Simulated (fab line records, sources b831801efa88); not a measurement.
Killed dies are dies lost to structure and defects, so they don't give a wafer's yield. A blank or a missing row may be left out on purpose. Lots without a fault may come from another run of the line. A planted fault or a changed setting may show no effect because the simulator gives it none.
Which tool did it? | flow sky130 | 10 lots, 30 wafers sampled, at 5 steps of a route of 708

WHAT THE GAUGES READ, wafer by wafer
SKY_VIA3_BOW_MEAS_03.
lot  | measured     | on            | VIA3_BOW (um)
L191 | day 39 06:17 | film_metro-03 | 82 75 76
L195 | day 40 14:16 | film_metro-02 | 89 82 74
L196 | day 40 21:46 | film_metro-03 | 73 80 68
L197 | day 40 23:53 | film_metro-04 | 93 93 76
L200 | day 41 15:41 | film_metro-04 | 87 84 83
L199 | day 41 18:36 | film_metro-02 | 70 89 70
L206 | day 43 01:01 | film_metro-04 | 76 84 83
L208 | day 43 14:37 | film_metro-02 | 77 74 85
L211 | day 44 15:07 | film_metro-03 | 79 82 70
L213 | day 44 21:08 | film_metro-03 | 73 76 66

SKY_CAP2M_RS_MEAS_03: measures by four-point-probe.
lot  | measured     | on            | CAP2M_TIN_RS (ohm/sq)
L191 | day 40 08:51 | film_metro-04 | 6.86 7.07 7.05
L195 | day 41 17:02 | film_metro-04 | 6.98 7.05 7.04
L196 | day 42 00:30 | film_metro-04 | 6.83 6.97 6.95
L197 | day 42 01:52 | film_metro-01 | 10.04 6.98 6.82
L200 | day 42 16:46 | film_metro-02 | 6.95 6.85 9.84
L199 | day 42 19:54 | film_metro-01 | 9.47 6.87 9.51
L206 | day 44 01:13 | film_metro-01 | 6.85 6.94 6.80
L208 | day 44 14:25 | film_metro-02 | 7.17 7.00 6.95
L211 | day 45 14:16 | film_metro-04 | 7.03 7.09 7.03
L213 | day 45 20:50 | film_metro-02 | 6.77 6.94 6.95

SKY_CAP2M_THK_MEAS_04: measures by xrf.
lot  | measured     | on            | CAP2M_TIN_THK (nm)
L191 | day 40 08:58 | film_metro-04 | 201 195 197
L195 | day 41 17:10 | film_metro-04 | 199 197 198
L196 | day 42 00:37 | film_metro-04 | 203 199 200
L197 | day 42 01:58 | film_metro-01 | 140 199 203
L200 | day 42 16:51 | film_metro-02 | 200 203 143
L199 | day 42 20:01 | film_metro-01 | 148 203 147
L206 | day 44 01:20 | film_metro-01 | 202 200 204
L208 | day 44 14:32 | film_metro-02 | 194 199 200
L211 | day 45 14:23 | film_metro-04 | 197 196 198
L213 | day 45 20:57 | film_metro-02 | 206 200 201

WHICH TOOL RAN EACH LOT (tool, then ch and the chambers of the sampled wafers, then the start)
lot  | SKY_METAL4_SPUTTER_03        | SKY_CAP2M_SPUTTER_02
L191 | pvd_sputter-02, day 40 08:34 | pvd_sputter-01, day 40 08:43
L195 | pvd_sputter-03, day 41 16:47 | pvd_sputter-01, day 41 16:56
L196 | pvd_sputter-03, day 42 00:13 | pvd_sputter-01, day 42 00:22
L197 | pvd_sputter-04, day 42 01:35 | pvd_sputter-01, day 42 01:44
L200 | pvd_sputter-02, day 42 16:27 | pvd_sputter-01, day 42 16:36
L199 | pvd_sputter-03, day 42 19:37 | pvd_sputter-01, day 42 19:46
L206 | pvd_sputter-04, day 44 00:56 | pvd_sputter-03, day 44 01:05
L208 | pvd_sputter-02, day 44 14:08 | pvd_sputter-03, day 44 14:17
L211 | pvd_sputter-02, day 45 14:00 | pvd_sputter-03, day 45 14:09
L213 | pvd_sputter-02, day 45 20:34 | pvd_sputter-01, day 45 20:43
- SKY_METAL4_SPUTTER_03: material Ti, target thk 5 nm, time 3.3 s.
- SKY_CAP2M_SPUTTER_02: material TiN, target thk 200 nm, time 166.7 s.

WHAT THE TOOLS THEMSELVES READ (means of the sampled wafers that have a number; where no wafer has one, the mark that the record gives instead)
SKY_METAL4_SPUTTER_03.
lot  | tool           | throttle_valve_pct (%)
L191 | pvd_sputter-02 | 30.6
L195 | pvd_sputter-03 | 28.9
L196 | pvd_sputter-03 | 29.2
L197 | pvd_sputter-04 | 30.0
L200 | pvd_sputter-02 | 32.1
L199 | pvd_sputter-03 | 30.2
L206 | pvd_sputter-04 | 29.8
L208 | pvd_sputter-02 | 31.7
L211 | pvd_sputter-02 | 32.0
L213 | pvd_sputter-02 | 31.6

SKY_CAP2M_SPUTTER_02.
lot  | tool           | throttle_valve_pct (%)
L191 | pvd_sputter-01 | 29.6
L195 | pvd_sputter-01 | 30.0
L196 | pvd_sputter-01 | 29.7
L197 | pvd_sputter-01 | 29.9
L200 | pvd_sputter-01 | 30.0
L199 | pvd_sputter-01 | 29.4
L206 | pvd_sputter-03 | 29.7
L208 | pvd_sputter-03 | 29.2
L211 | pvd_sputter-03 | 28.7
L213 | pvd_sputter-01 | 29.5

THE ANSWER, worked out from the rows above alone
Rule: what is usual is taken from the lots themselves. Put in order of their means at a reading, lots are off if they are a third of the lots or fewer, leave a main group of 4 or more, and stand apart from it by a gap of 3 or more times the standard deviation of the main group's means; of several such gaps the widest counts. A main group whose means are all the same, to the digits that the tables above print for the reading, isn't used. A lot without any number at a reading at which 4 lots or more have one is off too. The other lots that the step has rows for count as sound. The gauges are gone through in route order, then the tools' own readings, and for those a lot's mean is taken as printed above. The first step at which some lot is off is used, and at that step the reading that is off furthest; a lot without a number counts as furthest.
Off: L197, L200, L199, at SKY_CAP2M_RS_MEAS_03 (CAP2M_TIN_RS). The main group: mean 6.97 ohm/sq, standard deviation 0.072.
A tool fits if, at a process step before that reading, it ran every lot that is off, and no sound lot after the first of them. The gauges at SKY_CAP2M_RS_MEAS_03 are tried like those tools. None of those tried fits.

WHAT THE SIMULATOR HAD PUT IN
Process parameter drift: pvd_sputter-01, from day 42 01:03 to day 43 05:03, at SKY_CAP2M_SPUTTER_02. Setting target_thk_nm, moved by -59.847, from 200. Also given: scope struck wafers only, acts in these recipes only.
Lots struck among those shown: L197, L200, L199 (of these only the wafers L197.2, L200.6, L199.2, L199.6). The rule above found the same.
